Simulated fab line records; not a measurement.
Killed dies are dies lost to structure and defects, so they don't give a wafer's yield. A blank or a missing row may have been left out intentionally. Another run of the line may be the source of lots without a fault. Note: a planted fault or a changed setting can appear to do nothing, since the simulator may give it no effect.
Which tool did it?	flow sky130	12 lots with 36 wafers sampled at 5 steps, on a route of 708 steps

WHAT THE GAUGES SHOWED, per wafer
SKY_SONOS_TUNNEL_OVL_MEAS_08.
lot	measured	on	SONOS_TUNNEL_OVL (nm)
L358	day 11 07:38	overlay-01	-2.2 -0.7 -2.9
L360	day 12 12:38	overlay-01	-1.0 0.3 -2.2
L364	day 13 02:03	overlay-02	1.6 2.4 2.0
L365	day 13 19:53	overlay-02	1.3 1.2 0.1
L366	day 13 21:54	overlay-01	-0.1 3.6 2.3
L367	day 14 05:17	overlay-01	0.0 -0.8 -0.5
L368	day 14 06:48	overlay-02	2.2 1.9 2.6
L370	day 15 07:11	overlay-01	0.2 0.4 -0.4
L371	day 15 13:42	overlay-01	1.6 3.6 0.8
L374	day 16 17:11	overlay-01	2.5 0.8 -0.5
L377	day 17 17:53	overlay-02	1.7 0.1 1.8
L381	day 20 02:47	overlay-01	0.7 1.8 1.6

SKY_LDD_HVN_OVL_MEAS_07.
lot	measured	on	LDD_HVN_OVL (nm)
L358	day 20 00:28	overlay-01	1.9 -0.4 1.0
L360	day 21 12:55	overlay-02	1.1 1.5 0.3
L364	day 22 08:52	overlay-01	1.3 1.8 1.6
L365	day 23 00:52	overlay-02	1.5 0.9 0.7
L366	day 23 12:20	overlay-01	2.0 3.2 2.3
L367	day 23 20:22	overlay-01	0.2 1.3 -1.2
L368	day 23 17:59	overlay-02	0.6 1.5 0.1
L370	day 24 17:07	overlay-01	1.8 3.3 1.3
L371	day 25 00:59	overlay-01	-0.6 1.4 -1.0
L374	day 26 05:46	overlay-02	-0.6 0.6 0.9
L377	day 27 07:55	overlay-02	-0.1 -0.5 1.3
L381	day 29 11:31	overlay-02	2.3 1.7 2.2

SKY_LDD_LDN_OVL_MEAS_07.
lot	measured	on	LDD_LDN_OVL (nm)
L358	day 22 14:40	overlay-02	-0.8 -2.4 0.1
L360	day 24 02:31	overlay-01	-0.8 0.7 -1.0
L364	day 24 19:29	overlay-02	0.2 1.7 -1.5
L365	day 25 11:16	overlay-02	0.8 -1.1 1.4
L366	day 25 23:22	overlay-02	-2.0 -0.8 -1.9
L367	day 26 07:49	overlay-02	-2.2 -1.9 -1.5
L368	day 26 04:29	overlay-01	-2.9 0.5 -1.9
L370	day 27 04:37	overlay-02	-2.2 0.0 -3.3
L371	day 27 11:37	overlay-01	-1.3 -1.1 -2.6
L374	day 28 14:28	overlay-01	1.5 -1.4 -0.1
L377	day 29 16:13	overlay-01	-0.2 -0.3 1.1
L381	day 31 19:37	overlay-01	0.7 -0.4 0.8

EACH LOT AND THE TOOL THAT RAN IT (in order: tool; ch and the chambers of the sampled wafers; start)
lot	SKY_LDD_P_COAT_02	SKY_LDD_P_STRIP_10
L358	litho track-03 ch 0, day 18 01:49	plasma asher-01 ch 0,1, day 18 17:40
L360	litho track-04 ch 0, day 19 13:49	plasma asher-02 ch 0,1, day 20 05:46
L364	litho track-04 ch 0, day 20 10:19	plasma asher-02 ch 0,1, day 21 02:09
L365	litho track-04 ch 0, day 21 02:43	plasma asher-04 ch 0,1, day 21 18:43
L366	litho track-04 ch 0, day 21 13:53	plasma asher-01 ch 0,1, day 22 05:49
L367	litho track-01 ch 0, day 21 21:52	plasma asher-01 ch 0,1, day 22 14:40
L368	litho track-03 ch 0, day 21 19:22	plasma asher-04 ch 0,1, day 22 12:09
L370	litho track-04 ch 0, day 22 21:11	plasma asher-04 ch 0,1, day 23 12:26
L371	litho track-03 ch 0, day 23 05:04	plasma asher-04 ch 0,1, day 23 20:24
L374	litho track-03 ch 0, day 24 08:52	plasma asher-04 ch 0,1, day 24 23:49
L377	litho track-03 ch 0, day 25 11:10	plasma asher-04 ch 0,1, day 26 02:04
L381	litho track-04 ch 0, day 27 17:16	plasma asher-02 ch 0,1, day 28 07:40
- SKY_LDD_P_COAT_02: resist thk 1140 nm.
- SKY_LDD_P_STRIP_10: strips in O2/N2.

AS READ BY THE TOOLS THEMSELVES (means over the sampled wafers that have a number; for cases with no such wafer, the mark the record gives instead)
SKY_LDD_P_COAT_02.
lot	tool	spin speed rpm (rpm)
L358	litho track-03	2998.8
L360	litho track-04	3001.4
L364	litho track-04	2999.8
L365	litho track-04	2998.4
L366	litho track-04	2999.3
L367	litho track-01	3002.8
L368	litho track-03	3000.6
L370	litho track-04	3000.7
L371	litho track-03	3001.5
L374	litho track-03	3146.1
L377	litho track-03	3145.1
L381	litho track-04	3002.8

SKY_LDD_P_STRIP_10.
lot	tool	chamber pressure mTorr (mTorr)	drypump motor current A (A)	o2 flow sccm (sccm)	oes product au (a.u.)	strip time to endpoint s (s)
L358	plasma asher-01	1498.7	5.6	3002	0.715	14.12
L360	plasma asher-02	1498.2	5.4	2992	0.717	14.09
L364	plasma asher-02	1499.5	5.2	2996	0.713	14.11
L365	plasma asher-04	1499.6	6.1	3008	0.715	14.17
L366	plasma asher-01	1499.8	5.8	3000	0.717	14.16
L367	plasma asher-01	1500.9	5.8	3005	0.712	14.17
L368	plasma asher-04	1499.8	6.3	2997	0.715	14.17
L370	plasma asher-04	1499.2	6.3	3004	0.718	14.20
L371	plasma asher-04	1499.2	6.1	2993	0.716	14.13
L374	plasma asher-04	1500.8	6.1	3008	0.714	13.85
L377	plasma asher-04	1500.8	6.1	3000	0.718	13.84
L381	plasma asher-02	1500.7	5.4	2999	0.714	14.12

THE ANSWER, worked out from the rows above alone
Rule: what is usual is taken from the lots themselves. Put in order of their means at a reading, lots are off if they are a third of the lots or fewer, leave a main group of 4 or more, and stand apart from it by a gap of 3 or more times the standard deviation of the main group's means; of several such gaps the widest counts. Not used: any main group whose means are identical at the precision the tables above print for the reading. A lot without any number at a reading at which 4 lots or more have one is off too. All remaining lots with rows at the step are treated as sound. Order of review: gauges by route order, followed by the tools' own readings, for which a lot's mean as printed above is used. The first step at which some lot is off is used, and at that step the reading that is off furthest; a lot without a number counts as furthest.
Off at SKY_LDD_P_COAT_02 (spin speed rpm): L374, L377. The main group: mean 3000.6 rpm, standard deviation 1.5.
A tool fits if, at that step or a process step before it, it ran every lot that is off, and no sound lot after the first of them. One fits: SKY_LDD_P_COAT_02 on litho track-03. Its last sound lot is L371 (day 23 05:04), its first lot that is off L374 (day 24 08:52): a fault that began between those two fits.
The tool's own readings at SKY_LDD_P_COAT_02 bear it out: on the lots that are off they differ by more than 5 times the standard deviation of the sound lots' means. spin speed rpm reads 3145.6 rpm there against 3000.6 rpm on the sound lots.

WHAT THE SIMULATOR PUT IN
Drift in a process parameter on litho track-03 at SKY_LDD_P_COAT_02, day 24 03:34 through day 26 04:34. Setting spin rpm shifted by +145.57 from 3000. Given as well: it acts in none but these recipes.
Struck lots among those shown: L374, L377. The rule above found the same.
